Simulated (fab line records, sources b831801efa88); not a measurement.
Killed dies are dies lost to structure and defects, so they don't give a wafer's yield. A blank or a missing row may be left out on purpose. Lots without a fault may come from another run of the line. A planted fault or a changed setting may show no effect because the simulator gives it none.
Chamber matching | flow gf180mcu | GF_V3_ETCH_16 on rie_diel-03: 4 sister chambers
The step etches BARC in N2/H2. 4 wafers are shown with their chamber, then 7 later ones without.

WAFERS WITH THEIR CHAMBER
wafer  | chamber | drypump_motor_current_A (A)
L090.2 | 2       | 5.5
L090.5 | 0       | 6.5
L094.1 | 1       | 6.1
L094.2 | 3       | 6.6

WAFERS WITHOUT THEIR CHAMBER
wafer  | drypump_motor_current_A (A)
L094.6 | 6.1
L095.1 | 6.5
L095.2 | 6.4
L095.3 | 5.6
L097.1 | 6.5
L097.5 | 5.6
L097.6 | 6.5

WHICH CHAMBER EACH WENT THROUGH
wafer  | from the rows above     | in truth
L094.6 | 1                       | 1
L095.1 | can't be placed: 0 or 3 | 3
L095.2 | can't be placed: 0 or 3 | 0
L095.3 | 2                       | 2
L097.1 | can't be placed: 0 or 3 | 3
L097.5 | 2                       | 2
L097.6 | can't be placed: 0 or 3 | 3
Placed correctly: 3 of 7. Can't be placed from these rows: 4 (the true chamber is among the candidates in 4). Placed wrongly: 0.
How it was worked out, from the rows above alone: a wafer's distance from a chamber is the root of the sum, over the readings, of the square of ((its reading less the chamber's mean) divided by the reading's scatter). The wafer belongs to the nearest chamber; if the next one is less than 2 further off, it can't be placed. A chamber's mean is the mean of its shown wafers. The scatter: with one shown wafer a chamber, the root of the mean of the squares of how far each hidden wafer lies from its nearest shown one.
